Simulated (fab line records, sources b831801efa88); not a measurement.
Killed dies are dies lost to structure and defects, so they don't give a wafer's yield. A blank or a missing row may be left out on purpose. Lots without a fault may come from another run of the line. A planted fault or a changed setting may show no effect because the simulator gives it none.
fab line records | flow gf180mcu
record lots=5 wafers=15 last_day=34
route steps=602 shown SAB@264 SALICIDE@278 CONTACT@287
lots that met no fault: from a run of the same line without faults
start_h: hours from the record's first day to the start of the lot's first wafer shown | wait_h: hours since the lot's step before | " the same as in the row above | L1.1+2: a row that stands for several wafers | - no value, or no start given | * or withheld: withheld | < > ~ a bound
route shown NAME@n: a module of which the file shows steps, and the number in the route of the first | usual: mean/standard deviation of fault-free wafers | same: alike in all rows | chamber/n: place in a boat | sites: the reading at each site | _std_site: their standard deviation | _edge_site: outer sites' mean less inner sites' | radius_mm: how far each site lies from the wafer's centre | mask NAME#n: copy n | behind: the tool/chamber that last shaped the wafer | hold: why the lot was held/for how many hours/how that ended | device: the transistor (n, p or np) that didn't switch | end of line: the same wafers' tests at the end of the route | a step without rows: its recipe alone | killed: dies lost to structure and defects at the first sort, not the wafer's yield | map: a wafer's dies, x killed, . not, _ none there
set.NAME: the setting as run; set.NAME@STEP: as run at that earlier step | model.NAME: the simulator's own value behind a step, which no gauge read
lots at some steps of the route; a table a step, a row a wafer
services: from which hour (start_h, from the record's first day; less than 0 if before it) a tool's chamber was out of use, for how many hours, and why
## steps
# step GF_SAB_CVD_00
# recipe material=SiO2 target_thk_nm=50 precursor=TEOS temp_c=400 time_s=4.9302 rf_w=600
# usual heater_power_w=648/93 susceptor_temp_C=400.02/0.23
# columns lot.wafer tool chamber start_h wait_h heater_power_w susceptor_temp_C
L081.2 pecvd-04 1 386.84 0.1 660 400.24
L081.3 " 0 " " 553 399.98
L081.5 " 0 " " 574 400.24
L080.1 pecvd-01 1 396.14 0.1 723 399.92
L080.5 " 0 " " 528 399.95
L080.6 " 2 " " 761 399.88
L088.2 pecvd-04 0 452.23 0.1 601 400.26
L088.3 " 1 " " 699 400.07
L088.5 " 0 " " 603 400.11
L089.2 pecvd-01 1 452.80 0.1 857 400.30
L089.5 " 0 " " 565 400.30
L089.6 " 2 " " 752 400.03
L096.2 pecvd-04 0 502.92 0.1 583 399.95
L096.3 " 1 " " 610 399.93
L096.6 " 2 " " 721 400.38
# step GF_SAB_THK_MEAS_01
# recipe reads=SiO2_of_SAB_CVD_00
# usual SAB_CVD_00_THK=50.0/0.77
# columns lot.wafer tool chamber start_h wait_h SAB_CVD_00_THK[nm]
L081.2 film_metro-03 - 386.88 0.0 49.4
L081.3 " - " " 50.1
L081.5 " - " " 50.1
L080.1 film_metro-02 - 396.16 0.0 50.5
L080.5 " - " " 51.2
L080.6 " - " " 51.0
L088.2 film_metro-01 - 452.26 0.0 49.3
L088.3 " - " " 49.9
L088.5 " - " " 50.0
L089.2 film_metro-01 - 452.83 0.0 50.7
L089.5 " - " " 50.0
L089.6 " - " " 51.1
L096.2 film_metro-01 - 502.95 0.0 49.1
L096.3 " - " " 49.3
L096.6 " - " " 50.4
# step GF_SAB_DEHYDRATE_02
# recipe temp_c=200 time_s=60
# columns lot.wafer tool chamber start_h wait_h
L081.2+3+5 litho_track-03 0 396.61 9.7
L080.1+5+6 litho_track-01 0 407.60 11.4
L088.2+3+5 litho_track-04 0 463.73 11.5
L089.2+5+6 litho_track-04 0 464.33 11.5
L096.2+3+6 litho_track-01 0 513.93 11.0
# step GF_SAB_HMDS_03
# recipe prime_time_s=60 prime_temp_c=120
# columns lot.wafer tool chamber start_h wait_h
L081.2+3+5 litho_track-03 0 396.76 0.1
L080.1+5+6 litho_track-01 0 407.75 0.1
L088.2+3+5 litho_track-04 0 463.88 0.1
L089.2+5+6 litho_track-04 0 464.48 0.1
L096.2+3+6 litho_track-01 0 514.08 0.1
# step GF_SAB_COAT_04
# recipe resist=NOVOLAK spin_rpm=3000 resist_thk_nm=1000
# usual spin_speed_rpm=3000.0/2
# columns lot.wafer tool chamber start_h wait_h spin_speed_rpm
L081.2 litho_track-03 0 396.91 0.1 3002.0
L081.3 " 0 " " 2999.8
L081.5 " 0 " " 2999.2
L080.1 litho_track-01 0 407.90 0.1 2998.6
L080.5 " 0 " " 3000.8
L080.6 " 0 " " 2999.2
L088.2 litho_track-04 0 464.03 0.1 2997.1
L088.3 " 0 " " 3000.0
L088.5 " 0 " " 2999.8
L089.2 litho_track-04 0 464.63 0.1 2998.9
L089.5 " 0 " " 2997.6
L089.6 " 0 " " 2997.2
L096.2 litho_track-01 0 514.23 0.1 3001.3
L096.3 " 0 " " 3000.3
L096.6 " 0 " " 3003.7
# step GF_SAB_SOFTBAKE_05
# recipe temp_c=90 time_s=60 resist=NOVOLAK
# columns lot.wafer tool chamber start_h wait_h
L081.2+3+5 litho_track-03 0 397.06 0.1
L080.1+5+6 litho_track-01 0 408.05 0.1
L088.2+3+5 litho_track-04 0 464.18 0.1
L089.2+5+6 litho_track-04 0 464.78 0.1
L096.2+3+6 litho_track-01 0 514.38 0.1
# step GF_SAB_EXPOSE_06
# recipe mask_id=SAB target_cd_nm=420 na=0.6 source_shape=conventional sigma_outer=0.6 dose_mj=140
# usual stage_vel_mm_s=500.00/0.28
# columns lot.wafer tool chamber start_h wait_h mask stage_vel_mm_s
L081.2 iline_stepper-01 0 - - SAB#0 499.72
L081.3 " 0 " " SAB#0 500.18
L081.5 " 0 " " SAB#0 499.75
L080.1 iline_stepper-01 0 - - SAB#0 499.95
L080.5 " 0 " " SAB#0 500.02
L080.6 " 0 " " SAB#0 499.84
L088.2 iline_stepper-02 0 - - SAB#0 500.44
L088.3 " 0 " " SAB#0 500.19
L088.5 " 0 " " SAB#0 500.41
L089.2 iline_stepper-02 0 - - SAB#0 499.60
L089.5 " 0 " " SAB#0 500.03
L089.6 " 0 " " SAB#0 500.22
L096.2 iline_stepper-01 0 - - SAB#0 500.09
L096.3 " 0 " " SAB#0 499.91
L096.6 " 0 " " SAB#0 500.15
# step GF_SAB_PEB_07
# recipe temp_c=withheld time_s=* resist=NOVOLAK
# columns lot.wafer tool chamber start_h wait_h
L081.2+3+5 litho_track-03 0 - -
L080.1+5+6 litho_track-03 0 - -
L088.2+3+5 litho_track-04 0 - -
L089.2+5+6 litho_track-03 0 - -
L096.2+3+6 litho_track-01 0 - -
# step GF_SAB_DEVELOP_08
# recipe develop_time_s=60 dev_temp_c=23
# columns lot.wafer tool chamber start_h wait_h
L081.2+3+5 litho_track-03 0 409.01 0.1
L080.1+5+6 litho_track-03 0 421.34 0.1
L088.2+3+5 litho_track-04 0 476.28 0.1
L089.2+5+6 litho_track-03 0 476.31 0.1
L096.2+3+6 litho_track-01 0 525.87 0.1
# step GF_SAB_CD_MEAS_09
# recipe target_cd_nm=420
# usual cd_nm=420.9/2.2
# columns lot.wafer tool chamber start_h wait_h cd_nm
L081.2 cd_sem-02 - 409.16 0.1 423.5
L081.3 " - " " 425.0
L081.5 " - " " 424.4
L080.1 cd_sem-01 - 421.49 0.1 420.0
L080.5 " - " " 416.1
L080.6 " - " " 416.4
L088.2 cd_sem-01 - 476.42 0.1 419.1
L088.3 " - " " 420.4
L088.5 " - " " 423.0
L089.2 cd_sem-02 - 476.46 0.1 420.5
L089.5 " - " " 418.7
L089.6 " - " " 419.0
L096.2 cd_sem-01 - 526.02 0.1 423.0
L096.3 " - " " 423.5
L096.6 " - " " 423.3
# step GF_SAB_OVL_MEAS_10
# usual SAB_OVL=-0.2/1.2
# columns lot.wafer tool chamber start_h wait_h SAB_OVL[nm]
L081.2 overlay-02 - 409.26 0.1 -1.9
L081.3 " - " " -0.5
L081.5 " - " " -1.4
L080.1 overlay-01 - 421.61 0.1 1.1
L080.5 " - " " -0.3
L080.6 " - " " 0.2
L088.2 overlay-01 - 476.53 0.1 1.2
L088.3 " - " " -0.3
L088.5 " - " " 2.5
L089.2 overlay-01 - 476.56 0.1 -0.5
L089.5 " - " " -3.1
L089.6 " - " " -1.2
L096.2 overlay-02 - 526.13 0.1 -1.4
L096.3 " - " " -1.6
L096.6 " - " " -0.6
# step GF_SAB_ETCH_11
# recipe chemistry=C4F8/O2/Ar mask_material=NOVOLAK target=SiO2 target_depth_nm=55 source_w=1500 bias_w=1200 pressure_mtorr=40 c4f8_flow_sccm=withheld O2_flow_sccm=6 Ar_flow_sccm=300 time_s=8.5
# usual oes_product_au=1.002/0.0094
# columns lot.wafer tool chamber start_h wait_h oes_product_au rf_hours_counter_h
L081.2 rie_diel-04 3 409.29 0.0 1.011 16
L081.3 " 2 " " 1.007 40
L081.5 " 0 " " 0.995 -
L080.1 rie_diel-03 2 421.64 0.0 1.015 15
L080.5 " 2 " " 1.006 -
L080.6 " 1 " " 1.018 -
L088.2 rie_diel-04 2 476.56 0.0 1.002 43
L088.3 " 1 " " 0.999 4
L088.5 " 2 " " 1.001 -
L089.2 rie_diel-03 2 476.59 0.0 1.005 17
L089.5 " 2 " " 1.006 -
L089.6 " 3 " " 1.000 -
L096.2 rie_diel-03 2 526.16 0.0 1.001 18
L096.3 " 3 " " 1.019 39
L096.6 " 2 " " 1.012 -
# step GF_SAB_WET_ETCH_12
# recipe chemistry=dHF target_depth_nm=22 dry=n2_spin target=SiO2 temp_c=25 dilution=100:1 time_s=440
# columns lot.wafer tool chamber start_h wait_h
L081.2+3+5 wet_bench-01 0 409.32 0.0
L080.1+5+6 wet_bench-03 0 421.67 0.0
L088.2+3+5 wet_bench-02 3 476.58 0.0
L089.2+5+6 wet_bench-01 3 476.62 0.0
L096.2+3+6 wet_bench-02 0 526.18 0.0
# step GF_SAB_STRIP_13
# recipe chemistry=O2/N2 power_w=1400 pressure_mtorr=1500 platen_temp_c=250 o2_flow_sccm=3000 n2_flow_sccm=300 overash_fraction=0.5
# usual drypump_motor_current_A=5.3/0.47 heater_power_w=307/44 oes_product_au=0.710/0.0041 platen_temp_c=250.01/0.15 strip_time_to_endpoint_s=12.64/0.039
# columns lot.wafer tool chamber start_h wait_h drypump_motor_current_A heater_power_w oes_product_au platen_temp_c rf_hours_counter_h strip_time_to_endpoint_s
L081.2 plasma_asher-04 1 409.45 0.0 4.7 296 0.704 249.86 64 12.59
L081.3 " 1 " " 4.8 306 0.703 250.23 - 12.62
L081.5 " 0 " " 6.1 314 0.710 250.12 - 12.59
L080.1 plasma_asher-04 1 421.81 0.0 4.8 300 0.706 250.11 65 12.64
L080.5 " 1 " " 4.8 295 0.707 250.12 - 12.61
L080.6 " 0 " " 6.0 313 0.712 250.21 - 12.57
L088.2 plasma_asher-04 1 476.71 0.0 4.8 296 0.708 249.70 71 12.63
L088.3 " 1 " " 4.8 295 0.707 249.83 - 12.65
L088.5 " 1 " " 4.8 302 0.710 249.94 - 12.68
L089.2 plasma_asher-01 1 476.75 0.0 5.7 263 0.711 249.83 34 12.62
L089.5 " 0 " " 4.8 336 0.715 250.22 - 12.65
L089.6 " 1 " " 5.7 263 0.704 250.06 - 12.63
L096.2 plasma_asher-01 1 526.31 0.0 5.7 265 0.708 249.90 39 12.64
L096.3 " 0 " " 4.8 334 0.707 249.69 - 12.68
L096.6 " 0 " " 4.8 327 0.699 249.67 - 12.67
# step GF_SALICIDE_CLEAN_00
# recipe chemistry=SC1/SC2 mix=1:4:20 temp_c=70 time_s=150
# usual bath_guard_temp_C=69.8/0.73
# columns lot.wafer tool chamber start_h wait_h bath_guard_temp_C
L081.2 wet_bench-02 0 409.55 0.1 70.6
L081.3 " 0 " " 70.2
L081.5 " 0 " " 70.4
L080.1 wet_bench-04 3 421.91 0.1 70.1
L080.5 " 3 " " 69.8
L080.6 " 3 " " 69.7
L088.2 wet_bench-04 3 476.81 0.1 69.9
L088.3 " 3 " " 70.0
L088.5 " 3 " " 70.0
L089.2 wet_bench-04 1 476.86 0.1 69.4
L089.5 " 1 " " 69.4
L089.6 " 1 " " 69.6
L096.2 wet_bench-04 0 526.41 0.1 68.4
L096.3 " 0 " " 68.6
L096.6 " 0 " " 68.4
# step GF_SALICIDE_WET_ETCH_01
# recipe chemistry=dHF target_depth_nm=5 dry=ipa_marangoni target=SiO2 temp_c=25 dilution=100:1 time_s=100
# columns lot.wafer tool chamber start_h wait_h
L081.2+3+5 wet_bench-04 3 409.60 0.0
L080.1+5+6 wet_bench-03 0 421.97 0.0
L088.2+3+5 wet_bench-02 0 476.88 0.0
L089.2+5+6 wet_bench-04 1 476.91 0.0
L096.2+3+6 wet_bench-03 1 526.46 0.0
# step GF_SALICIDE_SPUTTER_02
# recipe material=Co target_thk_nm=10 power_w=1000 time_s=20 chamber_pressure_pa=0.4
# usual throttle_valve_pct=30.3/0.94
# columns lot.wafer tool chamber start_h wait_h throttle_valve_pct
L081.2 pvd_sputter-04 - 409.64 0.0 31.5
L081.3 " - " " 29.9
L081.5 " - " " 31.1
L080.1 pvd_sputter-03 - 422.01 0.0 30.3
L080.5 " - " " 31.2
L080.6 " - " " 30.1
L088.2 pvd_sputter-04 - 476.91 0.0 29.6
L088.3 " - " " 31.3
L088.5 " - " " 29.7
L089.2 pvd_sputter-03 - 476.95 0.0 30.2
L089.5 " - " " 30.0
L089.6 " - " " 30.7
L096.2 pvd_sputter-03 - 526.49 0.0 31.0
L096.3 " - " " 30.4
L096.6 " - " " 30.3
# step GF_SALICIDE_SPUTTER_03
# recipe material=TiN target_thk_nm=20 power_w=6500 time_s=16.7 chamber_pressure_pa=0.4
# usual throttle_valve_pct=30.4/0.98
# columns lot.wafer tool chamber start_h wait_h throttle_valve_pct
L081.2 pvd_sputter-04 - 409.67 0.0 31.4
L081.3 " - " " 29.4
L081.5 " - " " 31.1
L080.1 pvd_sputter-03 - 422.04 0.0 29.9
L080.5 " - " " 31.4
L080.6 " - " " 30.1
L088.2 pvd_sputter-04 - 476.94 0.0 29.4
L088.3 " - " " 31.4
L088.5 " - " " 29.3
L089.2 pvd_sputter-03 - 476.97 0.0 30.3
L089.5 " - " " 30.0
L089.6 " - " " 31.1
L096.2 pvd_sputter-03 - 526.52 0.0 31.1
L096.3 " - " " 30.4
L096.6 " - " " 30.2
# step GF_SALICIDE_RS_MEAS_04
# recipe thk_meas_gauge=four-point-probe reads=TiN_of_SALICIDE_SPUTTER_03+Co_of_SALICIDE_SPUTTER_02
# usual SALICIDE_TIN_RS=16.4/0.31
# columns lot.wafer tool chamber start_h wait_h SALICIDE_TIN_RS[ohm/sq]
L081.2 film_metro-01 - 409.71 0.0 16.3
L081.3 " - " " 16.6
L081.5 " - " " 16.7
L080.1 film_metro-04 - 422.06 0.0 16.5
L080.5 " - " " 16.2
L080.6 " - " " 16.4
L088.2 film_metro-03 - 476.99 0.0 16.8
L088.3 " - " " 16.7
L088.5 " - " " 16.6
L089.2 film_metro-01 - 477.02 0.0 16.6
L089.5 " - " " 16.0
L089.6 " - " " 16.5
L096.2 film_metro-04 - 526.57 0.0 16.6
L096.3 " - " " 16.5
L096.6 " - " " 16.7
# step GF_SALICIDE_THK_MEAS_05
# recipe thk_meas_gauge=xrf reads=TiN_of_SALICIDE_SPUTTER_03
# usual SALICIDE_TIN_THK=19.72/0.25
# columns lot.wafer tool chamber start_h wait_h SALICIDE_TIN_THK[nm]
L081.2 film_metro-01 - 409.82 0.1 19.38
L081.3 " - " " 19.65
L081.5 " - " " 19.45
L080.1 film_metro-04 - 422.18 0.1 19.97
L080.5 " - " " 19.84
L080.6 " - " " 19.97
L088.2 film_metro-03 - 477.10 0.1 19.50
L088.3 " - " " 19.32
L088.5 " - " " 19.59
L089.2 film_metro-01 - 477.13 0.1 19.67
L089.5 " - " " 19.78
L089.6 " - " " 19.64
L096.2 film_metro-04 - 526.68 0.1 19.67
L096.3 " - " " 19.95
L096.6 " - " " 19.77
# step GF_SALICIDE_RTA_06
# recipe temp_c=530 time_s=30 ambient=N2
# usual lamp_power_pct=6.3/0.45 wafer_temp_C_max=531.8/0.65
# columns lot.wafer tool chamber start_h wait_h lamp_power_pct wafer_temp_C_max
L081.2 rtp_anneal-02 0 409.89 0.1 6.8 532.9
L081.3 " 0 " " 6.8 532.4
L081.5 " 0 " " 6.8 532.4
L080.1 rtp_anneal-02 0 422.24 0.1 6.8 532.2
L080.5 " 0 " " 6.8 531.6
L080.6 " 0 " " 6.8 532.0
L088.2 rtp_anneal-02 0 477.16 0.1 6.8 531.7
L088.3 " 0 " " 6.8 531.9
L088.5 " 0 " " 6.8 531.9
L089.2 rtp_anneal-01 0 477.20 0.1 5.9 531.5
L089.5 " 0 " " 5.9 531.0
L089.6 " 0 " " 5.9 531.4
L096.2 rtp_anneal-01 0 526.74 0.1 5.9 531.9
L096.3 " 0 " " 5.9 531.3
L096.6 " 0 " " 5.9 531.7
# step GF_SALICIDE_WET_ETCH_07
# recipe chemistry=SPM target_depth_nm=120 dry=n2_spin
# columns lot.wafer tool chamber start_h wait_h
L081.2+3+5 wet_bench-03 2 409.97 0.1
L080.1+5+6 wet_bench-02 3 422.34 0.1
L088.2+3+5 wet_bench-02 2 477.25 0.1
L089.2+5+6 wet_bench-02 1 477.34 0.1
L096.2+3+6 wet_bench-04 0 526.83 0.1
# step GF_SALICIDE_RTA_08
# recipe temp_c=800 time_s=30 ambient=N2
# usual lamp_power_pct=17.9/1.2 wafer_temp_C_max=803.0/1.2
# columns lot.wafer tool chamber start_h wait_h lamp_power_pct wafer_temp_C_max
L081.2 rtp_anneal-01 0 410.09 0.0 16.4 801.7
L081.3 " 0 " " 16.4 801.7
L081.5 " 0 " " 16.4 801.8
L080.1 rtp_anneal-01 0 422.43 0.0 16.4 802.0
L080.5 " 0 " " 16.4 801.8
L080.6 " 0 " " 16.4 802.1
L088.2 rtp_anneal-02 0 477.35 0.0 18.9 803.6
L088.3 " 0 " " 18.9 802.9
L088.5 " 0 " " 18.9 803.4
L089.2 rtp_anneal-01 0 477.45 0.0 16.4 802.4
L089.5 " 0 " " 16.4 801.8
L089.6 " 0 " " 16.4 802.4
L096.2 rtp_anneal-02 0 526.94 0.0 18.9 805.1
L096.3 " 0 " " 18.9 804.5
L096.6 " 0 " " 18.9 803.6
# step GF_CONTACT_CVD_00
# recipe material=SiO2 target_thk_nm=300 sigma_open_frac=0.3 temp_c=400 time_s=50 sih4_flow_sccm=60 pressure_mtorr=6
# usual susceptor_temp_C=399.98/0.21
# columns lot.wafer tool chamber start_h wait_h susceptor_temp_C
L081.2 hdpcvd-01 0 410.17 0.1 400.03
L081.3 " 2 " " 399.61
L081.5 " 2 " " 399.83
L080.1 hdpcvd-01 0 422.53 0.1 400.14
L080.5 " 0 " " 400.32
L080.6 " 1 " " 400.20
L088.2 hdpcvd-02 2 477.44 0.1 400.24
L088.3 " 1 " " 399.87
L088.5 " 2 " " 399.76
L089.2 hdpcvd-01 0 477.53 0.1 399.57
L089.5 " 2 " " 399.91
L089.6 " 0 " " 399.35
L096.2 hdpcvd-02 2 527.02 0.1 400.11
L096.3 " 0 " " 400.25
L096.6 " 1 " " 400.25
# step GF_CONTACT_THK_MEAS_01
# recipe reads=SiO2_of_CONTACT_CVD_00
# usual CONTACT_CVD_00_THK=298/4.5
# columns lot.wafer tool chamber start_h wait_h CONTACT_CVD_00_THK[nm]
L081.2 film_metro-04 - 410.23 0.0 295
L081.3 " - " " 296
L081.5 " - " " 295
L080.1 film_metro-02 - 422.58 0.0 293
L080.5 " - " " 294
L080.6 " - " " 297
L088.2 film_metro-02 - 477.49 0.0 303
L088.3 " - " " 306
L088.5 " - " " 304
L089.2 film_metro-03 - 477.58 0.0 295
L089.5 " - " " 295
L089.6 " - " " 299
L096.2 film_metro-03 - 527.07 0.0 301
L096.3 " - " " 301
L096.6 " - " " 303
# step GF_CONTACT_CVD_02
# recipe material=SiO2 target_thk_nm=860 precursor=TEOS temp_c=400 time_s=95.992 rf_w=600
# usual heater_power_w=647/100 susceptor_temp_C=399.97/0.21
# columns lot.wafer tool chamber start_h wait_h heater_power_w susceptor_temp_C
L081.2 pecvd-03 0 410.28 0.0 614 399.82
L081.3 " 1 " " 525 399.87
L081.5 " 2 " " 832 399.58
L080.1 pecvd-03 2 422.64 0.1 787 399.80
L080.5 " 1 " " 473 399.98
L080.6 " 2 " " 640 399.97
L088.2 pecvd-04 1 477.54 0.0 708 399.86
L088.3 " 0 " " 578 399.99
L088.5 " 2 " " 709 399.88
L089.2 pecvd-02 2 477.63 0.0 733 399.87
L089.5 " 2 " " 579 399.60
L089.6 " 0 " " 519 399.74
L096.2 pecvd-03 0 527.12 0.0 616 400.17
L096.3 " 2 " " 695 400.08
L096.6 " 0 " " 481 400.35
# step GF_CONTACT_THK_MEAS_03
# recipe reads=SiO2_of_CONTACT_CVD_02
# usual CONTACT_CVD_02_THK=866/12
# columns lot.wafer tool chamber start_h wait_h CONTACT_CVD_02_THK[nm]
L081.2 film_metro-02 - 410.36 0.0 850
L081.3 " - " " 863
L081.5 " - " " 881
L080.1 film_metro-03 - 422.74 0.1 863
L080.5 " - " " 873
L080.6 " - " " 874
L088.2 film_metro-04 - 477.64 0.1 853
L088.3 " - " " 864
L088.5 " - " " 867
L089.2 film_metro-03 - 477.71 0.0 861
L089.5 " - " " 874
L089.6 " - " " 879
L096.2 film_metro-03 - 527.20 0.0 856
L096.3 " - " " 856
L096.6 " - " " 881
# step GF_CONTACT_CMP_04
# recipe material=SiO2 down_force_psi=4 platen_rpm=60 pad_velocity_m_s=0.94248
# usual motor_current_A=11.6/0.86 time_to_endpoint_s=114/7.1
# columns lot.wafer tool chamber start_h wait_h motor_current_A time_to_endpoint_s
L081.2 cmp-01 2 410.46 0.1 12.4 103
L081.3 " 3 " " 13.1 113
L081.5 " 1 " " 9.8 124
L080.1 cmp-01 0 422.90 0.1 11.1 101
L080.5 " 2 " " 11.4 112
L080.6 " 3 " " 13.5 112
L088.3 cmp-01 2 477.69 0.0 11.6 108
L088.2 " 1 " " 10.7 112
L088.5 " 2 " " 11.7 109
L089.2 cmp-02 0 477.76 0.0 11.7 120
L089.6 " 0 " " 12.3 124
L089.5 " 1 " " 12.5 131
L096.2 cmp-02 1 527.25 0.0 12.4 118
L096.3 " 2 " " 11.8 112
L096.6 " 1 " " 12.8 127
# step GF_CONTACT_BOW_MEAS_05
# recipe mode=bow
# usual CONTACT_BOW=65/6.8
# columns lot.wafer tool chamber start_h wait_h CONTACT_BOW[um]
L081.2 film_metro-02 - 410.73 0.2 64
L081.3 " - " " 65
L081.5 " - " " 62
L080.1 film_metro-02 - 423.10 0.1 55
L080.5 " - " " 80
L080.6 " - " " 71
L088.2 film_metro-03 - 478.01 0.1 72
L088.3 " - " " 76
L088.5 " - " " 63
L089.2 film_metro-02 - 478.08 0.3 60
L089.5 " - " " 78
L089.6 " - " " 64
L096.2 film_metro-04 - 527.57 0.3 63
L096.3 " - " " 64
L096.6 " - " " 56
# step GF_CONTACT_DEHYDRATE_06
# recipe temp_c=200 time_s=60
# columns lot.wafer tool chamber start_h wait_h
L081.2+3+5 litho_track-01 0 420.38 9.6
L080.1+5+6 litho_track-03 0 433.74 10.6
L088.2+3+5 litho_track-01 0 489.43 11.4
L089.2+5+6 litho_track-03 0 489.56 11.5
L096.2+3+6 litho_track-03 0 538.46 10.9
# step GF_CONTACT_HMDS_07
# recipe prime_time_s=60 prime_temp_c=120
# columns lot.wafer tool chamber start_h wait_h
L081.2+3+5 litho_track-01 0 420.53 0.1
L080.1+5+6 litho_track-03 0 433.89 0.1
L088.2+3+5 litho_track-01 0 489.58 0.1
L089.2+5+6 litho_track-03 0 489.71 0.1
L096.2+3+6 litho_track-03 0 538.61 0.1
# step GF_CONTACT_COAT_08
# recipe resist=BARC temp_c=withheld time_s=withheld spin_rpm=withheld resist_thk_nm=withheld
# columns lot.wafer tool chamber start_h wait_h
L081.2+3+5 litho_track-01 0 420.68 0.1
L080.1+5+6 litho_track-03 0 434.04 0.1
L088.2+3+5 litho_track-01 0 489.73 0.1
L089.2+5+6 litho_track-03 0 489.86 0.1
L096.2+3+6 litho_track-03 0 538.76 0.1
# step GF_CONTACT_COAT_09
# recipe resist=KrF spin_rpm=withheld resist_thk_nm=1000
# columns lot.wafer tool chamber start_h wait_h
L081.2+3+5 litho_track-01 0 - -
L080.1+5+6 litho_track-03 0 - -
L088.2+3+5 litho_track-01 0 - -
L089.2+5+6 litho_track-03 0 - -
L096.2+3+6 litho_track-03 0 - -
# step GF_CONTACT_SOFTBAKE_10
# recipe temp_c=130 time_s=60 resist=KrF
# columns lot.wafer tool chamber start_h wait_h
L081.2+3+5 litho_track-01 0 - -
L080.1+5+6 litho_track-03 0 - -
L088.2+3+5 litho_track-01 0 - -
L089.2+5+6 litho_track-03 0 - -
L096.2+3+6 litho_track-03 0 - -
# step GF_CONTACT_EXPOSE_11
# recipe mask_id=Contact target_cd_nm=220 na=0.68 source_shape=conventional sigma_outer=0.6 dose_mj=38
# usual stage_vel_mm_s=499.97/0.26
# columns lot.wafer tool chamber start_h wait_h mask stage_vel_mm_s
L081.2 krf_scanner-02 0 - - Contact#0 499.74
L081.3 " 0 " " Contact#0 500.07
L081.5 " 0 " " Contact#0 499.89
L080.1 krf_scanner-01 0 - - Contact#0 500.73
L080.5 " 0 " " Contact#0 500.37
L080.6 " 0 " " Contact#0 500.19
L088.2 krf_scanner-02 0 - - Contact#0 499.95
L088.3 " 0 " " Contact#0 499.95
L088.5 " 0 " " Contact#0 499.80
L089.2 krf_scanner-01 0 - - Contact#0 500.41
L089.5 " 0 " " Contact#0 500.33
L089.6 " 0 " " Contact#0 500.40
L096.2 krf_scanner-02 0 - - Contact#0 499.94
L096.3 " 0 " " Contact#0 499.71
L096.6 " 0 " " Contact#0 499.14
# step GF_CONTACT_PEB_12
# recipe peb_temp_c=135 peb_time_s=90 resist=KrF
# columns lot.wafer tool chamber start_h wait_h
L081.2+3+5 litho_track-03 0 - -
L080.1+5+6 litho_track-03 0 - -
L088.2+3+5 litho_track-02 0 - -
L089.2+5+6 litho_track-01 0 - -
L096.2+3+6 litho_track-03 0 - -
# step GF_CONTACT_DEVELOP_13
# recipe develop_time_s=60 resist=KrF dev_temp_c=21
# columns lot.wafer tool chamber start_h wait_h
L081.2+3+5 litho_track-03 0 431.36 0.2
L080.1+5+6 litho_track-03 0 447.59 0.2
L088.2+3+5 litho_track-02 0 501.83 0.2
L089.2+5+6 litho_track-01 0 501.88 0.2
L096.2+3+6 litho_track-03 0 550.16 0.2
# step GF_CONTACT_CD_MEAS_14
# recipe target_cd_nm=220
# usual cd_nm=219.6/1.6
# columns lot.wafer tool chamber start_h wait_h cd_nm
L081.2 cd_sem-02 - 431.51 0.1 221.6
L081.3 " - " " 220.3
L081.5 " - " " 219.9
L080.1 cd_sem-02 - 447.74 0.1 223.9
L080.5 " - " " 222.7
L080.6 " - " " 223.1
L088.2 cd_sem-02 - 501.98 0.1 218.0
L088.3 " - " " 220.7
L088.5 " - " " 219.5
L089.2 cd_sem-01 - 502.02 0.1 219.8
L089.5 " - " " 219.8
L089.6 " - " " 221.3
L096.2 cd_sem-01 - 550.31 0.1 218.0
L096.3 " - " " 217.8
L096.6 " - " " 217.9
# step GF_CONTACT_OVL_MEAS_15
# usual CONTACT_OVL=4/4.9
# columns lot.wafer tool chamber start_h wait_h CONTACT_OVL[nm]
L081.2 overlay-01 - 431.61 0.1 5
L081.3 " - " " 6
L081.5 " - " " 0
L080.1 overlay-01 - 447.86 0.1 -3
L080.5 " - " " 8
L080.6 " - " " -4
L088.2 overlay-01 - 502.09 0.1 3
L088.3 " - " " 11
L088.5 " - " " 10
L089.2 overlay-02 - 502.13 0.1 5
L089.5 " - " " 12
L089.6 " - " " 14
L096.2 overlay-01 - 550.41 0.1 -5
L096.3 " - " " 9
L096.6 " - " " 3
# step GF_CONTACT_ETCH_16
# recipe chemistry=N2/H2 target_depth_a=withheld overetch_a=withheld time_s=withheld target=BARC ion_energy_ev=200 source_w=500 bias_w=100 pressure_mtorr=30 n2_flow_sccm=100 h2_flow_sccm=200
# usual drypump_motor_current_A=5.7/0.53 oes_product_au=0.856/0.0054 throttle_valve_pct=13.224/0.0085
# columns lot.wafer tool chamber start_h wait_h drypump_motor_current_A oes_product_au throttle_valve_pct
L081.2 rie_diel-03 0 431.64 0.0 6.3 0.859 13.229
L081.3 " 2 " " 5.9 0.861 13.210
L081.5 " 0 " " 6.3 0.862 13.228
L080.1 rie_diel-02 1 447.89 0.0 6.0 0.859 13.216
L080.5 " 2 " " 6.4 0.860 13.233
L080.6 " 1 " " 6.0 0.858 13.231
L088.2 rie_diel-03 1 502.12 0.0 6.4 0.857 13.225
L088.3 " 2 " " 5.9 0.869 13.230
L088.5 " 3 " " 5.6 0.853 13.227
L089.2 rie_diel-04 3 502.16 0.0 5.9 0.860 13.243
L089.5 " 2 " " 5.1 0.861 13.236
L089.6 " 3 " " 5.9 0.859 13.222
L096.2 rie_diel-04 3 550.44 0.0 5.9 0.866 13.234
L096.3 " 0 " " 5.8 0.840 13.227
L096.6 " 2 " " 5.1 0.859 13.231
## services
# columns tool chamber start_h hours kind
pvd_sputter-03 - 365.13 2.0 repair
pvd_sputter-03 - 373.10 3.0 repair
pvd_sputter-03 - 377.45 2.6 repair
pecvd-04 2 383.93 3.5 repair
pvd_sputter-04 - 383.96 4.0 repair
krf_scanner-02 - 384.23 1.3 pm
krf_scanner-02 - 386.28 1.4 repair
plasma_asher-04 - 388.75 2.2 repair
cmp-01 - 391.34 0.8 repair
iline_stepper-01 - 402.85 7.5 repair
cmp-01 - 404.05 4.0 pm
rie_diel-03 - 413.21 1.2 repair
pecvd-03 0 420.45 3.5 repair
iline_stepper-01 - 423.25 2.1 pm
wet_bench-03 - 423.57 73.4 pm
wet_bench-04 - 425.82 1.0 repair
hdpcvd-01 - 427.62 1.1 repair
pvd_sputter-04 - 435.44 0.9 repair
krf_scanner-02 - 436.23 1.0 pm
pvd_sputter-04 - 455.80 3.9 repair
rie_diel-03 1 468.20 4.5 repair
rie_diel-03 - 488.03 0.7 repair
rie_diel-03 3 496.07 2.4 repair
rie_diel-04 1 504.65 1.5 repair
## key
fault none
